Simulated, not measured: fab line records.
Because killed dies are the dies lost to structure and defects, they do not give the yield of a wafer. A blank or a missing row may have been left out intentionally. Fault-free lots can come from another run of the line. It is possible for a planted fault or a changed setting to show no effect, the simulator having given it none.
Code-filled problem report in 8D (eight disciplines) form	flow gf180mcu	the parts of the form that need people (team, actions taken, sign-off) are left out

## 1. PROBLEM STATEMENT
Wafers free of any fault read 1214 (standard deviation 10) for VT_IMPLANT_2_TW at GF_VT_IMPLANT_TW_MEAS_21, against a mean of 1262 on 6 wafers of 2 lots. That is +4.8 standard deviations from the usual mean.
Seen first at day 9 09:55 on film-metro-04, wafer L395.1. The record holds 42 wafers of 14 lots with a number at this step. The rule behind "out" and "out of limits": a value lying over 4 standard deviations away from the usual mean. The rest of the wafers with a number are treated as sound.

## 2. WHAT IT IS AND WHAT IT IS NOT
question	is	is not
which readings at this step	VT_IMPLANT_2_TW	-
which lots	L395, L396	L384, L385, L386, L387, L388, L390, L400, L401, L402, L404, L405, L406
which wafers of those lots	all that have a number	-
read on which gauges	film-metro-01, film-metro-04	film-metro-02
when	from day 9 09:55	up to then (18 sound wafers); but 18 sound wafers of L400, L401, L402, L404, L405, L406 came after

## 3. SUSPECTS, AND WHAT RULES EACH OUT
Counting: a tool stays on the suspect list if, at a process step up to the reading, it processed all lots that are out and no sound lot following the first of them.
- ruled out: the gauge at GF_VT_IMPLANT_TW_MEAS_21. Those wafers that are out were read across 2 gauges (film-metro-01, film-metro-04).
- implanter-04 at GF_VT_IMPLANT_IMPLANT_19: kept. Every lot that is out went through it, starting with L395 (day 9 09:40), and after that it ran no sound lot; the last sound lot it ran before then is L388 (day 7 13:59). Its own readings are out on those wafers: beam-energy-keV.
After counting, what remains is implanter-04 at GF_VT_IMPLANT_IMPLANT_19.

## 4. THE CAUSE (what the simulator had put in)
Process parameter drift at GF_VT_IMPLANT_IMPLANT_19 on implanter-04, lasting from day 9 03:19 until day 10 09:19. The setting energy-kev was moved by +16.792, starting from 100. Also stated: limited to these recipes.
After counting, this tool was the only one left.

## 5. THE EFFECT CHAIN, in route order
Rows list readings where the struck wafers' mean (over those with a number) sits beyond 3 standard deviations from the usual. Only readings whose record carries a usual standard deviation are examined. hours: median over the lots of the time between each lot's start at the first step of this table that gives one and its start at this step. sigmas: the change, counted in usual standard deviations.
hours	step	reading	usual	on struck wafers	change	sigmas
0	GF_VT_IMPLANT_IMPLANT_19	beam-energy-keV	100.01	116.81	+16.80	+99 or more
0	GF_VT_IMPLANT_TW_MEAS_21	VT_IMPLANT_2_TW	1214	1262	+48	+4.8
Here are the process steps it includes:
- GF_VT_IMPLANT_IMPLANT_19
Later measuring or inspecting steps at which every struck wafer that the step has a row for has a number for every such reading, and none has moved that far: GF_SAB_THK_MEAS_01, GF_SALICIDE_THK_MEAS_05.

## 6. HOW IT WOULD HAVE BEEN CAUGHT EARLIER
Counted from the fault's start at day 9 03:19, it took 7 hours until the first out-of-limits reading at a measuring or inspecting step in this record, taken at day 9 09:55.
The tool's own readings at GF_VT_IMPLANT_IMPLANT_19 were out on every struck wafer that the step has a row for (beam-energy-keV): an alarm limit on them would have fired on the first of those.
L396, from the lots that are out (2), started GF_VT_IMPLANT_IMPLANT_19 on implanter-04 later than day 9 09:55. Had the tool been put on hold then, it would have been spared.
